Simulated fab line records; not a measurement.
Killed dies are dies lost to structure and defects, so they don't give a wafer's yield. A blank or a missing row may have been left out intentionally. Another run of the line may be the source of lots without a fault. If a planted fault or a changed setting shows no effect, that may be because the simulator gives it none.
What tool caused it?	flow sky130	36 wafers sampled from 12 lots at 1 step of a route of 708

## WHAT EACH GAUGE READ, for each wafer
SKY_VIA2_BOW_MEAS_03.
lot	measured	on	VIA2_BOW (um)
L832	day 35 13:34	filmMetro-01	82 84 81
L834	day 36 01:23	filmMetro-01	85 82 93
L833	day 36 08:48	filmMetro-04	75 83 89
L835	day 36 20:35	filmMetro-04	89 97 84
L836	day 36 21:32	filmMetro-04	85 87 75
L838	day 37 08:13	filmMetro-01	84 85 85
L839	day 37 16:37	filmMetro-03	89 86 82
L844	day 39 03:03	filmMetro-03	77 80 83
L847	day 40 17:47	filmMetro-01	85 89 93
L849	day 40 23:20	filmMetro-01	79 88 66
L850	day 41 00:13	filmMetro-01	89 79 83
L852	day 41 12:55	filmMetro-04	73 74 85

## TOOL THAT RAN EACH LOT (tool first, then ch and the chambers of the sampled wafers, then the start)
The record shows no process step preceding these readings.

## WHAT THE TOOLS THEMSELVES READ (means of the sampled wafers that have a number; where no wafer has one, the mark that the record gives instead)
The record holds no such reading with a usual standard deviation.

## THE ANSWER, worked out from the rows above alone
Rule: what is usual is taken from the lots themselves. The widest of any qualifying gaps counts: lots, ordered by their means at a reading, are off when they make up no more than a third of the lots, leave a main group of 4 or more, and stand apart from it by 3 or more times the standard deviation of that group's means. The tables above print the reading to a certain number of digits; a main group whose means all agree to those digits is not used. Also off: a lot with no number at a reading for which 4 or more lots have one. The other lots that the step has rows for count as sound. Order of review: gauges by route order, followed by the tools' own readings, for which a lot's mean as printed above is used. The first step at which some lot is off is used, and at that step the reading that is off furthest; a lot without a number counts as furthest.
Across all readings shown, no lot is off: no conclusion can be drawn from this.

## WHAT THE SIMULATOR HAD PUT IN
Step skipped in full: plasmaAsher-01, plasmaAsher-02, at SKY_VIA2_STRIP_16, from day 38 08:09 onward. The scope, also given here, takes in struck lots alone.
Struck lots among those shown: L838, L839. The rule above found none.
